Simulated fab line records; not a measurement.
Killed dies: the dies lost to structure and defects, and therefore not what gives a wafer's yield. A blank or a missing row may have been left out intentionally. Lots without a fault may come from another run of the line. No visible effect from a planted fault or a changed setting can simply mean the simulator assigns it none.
The tool behind it: which one? ; flow gf180mcu ; 6 lots with 18 wafers sampled at 3 steps, on a route of 602 steps

== WHAT THE GAUGES READ, wafer by wafer ==
GF_V2_CD_MEAS_14: target cd 260 nm.
lot;measured;on;cd_nm (nm)
L685;day 20 13:25;cd_sem-01;259.5 261.1 260.5
L693;day 23 13:25;cd_sem-02;261.2 261.9 263.1
L695;day 24 07:13;cd_sem-02;252.0 252.8 252.2
L698;day 25 03:23;cd_sem-01;260.0 261.4 259.9
L700;day 25 16:33;cd_sem-02;261.0 260.5 260.1
L706;day 27 14:42;cd_sem-02;258.9 260.0 259.5

== TOOL THAT RAN EACH LOT (tool first, then ch and the chambers of the sampled wafers, then the start) ==
lot;GF_M2_SPUTTER_03;GF_V2_SOFTBAKE_10
L685;pvd_sputter-02, day 18 11:43;litho_track-04 ch 0, day 20 01:00
L693;pvd_sputter-04, day 21 14:04;litho_track-01 ch 0, day 23 02:00
L695;pvd_sputter-02, day 22 09:16;litho_track-01 ch 0, day 23 20:00
L698;pvd_sputter-02, day 23 06:09;litho_track-04 ch 0, day 24 17:00
L700;pvd_sputter-02, day 23 19:51;litho_track-04 ch 0, day 25 05:00
L706;pvd_sputter-03, day 25 20:07;litho_track-02 ch 0, day 27 04:00
- GF_M2_SPUTTER_03: material Ti, target thk 10 nm, time 6.7 s.
- GF_V2_SOFTBAKE_10: time 60 s.

== THE ANSWER, worked out from the rows above alone ==
Rule: usual is defined by the lots themselves. The widest of any qualifying gaps counts: lots, ordered by their means at a reading, are off when they make up no more than a third of the lots, leave a main group of 4 or more, and stand apart from it by 3 or more times the standard deviation of that group's means. Not used: any main group whose means are identical at the precision the tables above print for the reading. Also off: a lot with no number at a reading for which 4 or more lots have one. Any other lot the step has rows for is counted as sound.
Off, at GF_V2_CD_MEAS_14 on cd_nm: L695. Mean 260.6 nm and standard deviation 0.84 in the main group.
If a tool, at a process step before that reading, ran all the lots that are off and no sound lot after the first of them, it fits. Gauges at GF_V2_CD_MEAS_14: tried the same way as those tools. One candidate fits, namely litho_track-01 at GF_V2_SOFTBAKE_10. Its last sound lot is L693 (day 23 02:00), its first lot that is off L695 (day 23 20:00): a fault that began between those two fits.

== WHAT THE SIMULATOR PUT IN ==
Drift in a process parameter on litho_track-01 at GF_V2_SOFTBAKE_10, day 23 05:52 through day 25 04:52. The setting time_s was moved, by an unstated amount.
Struck lots among those shown: L695. The same result came from the rule above.
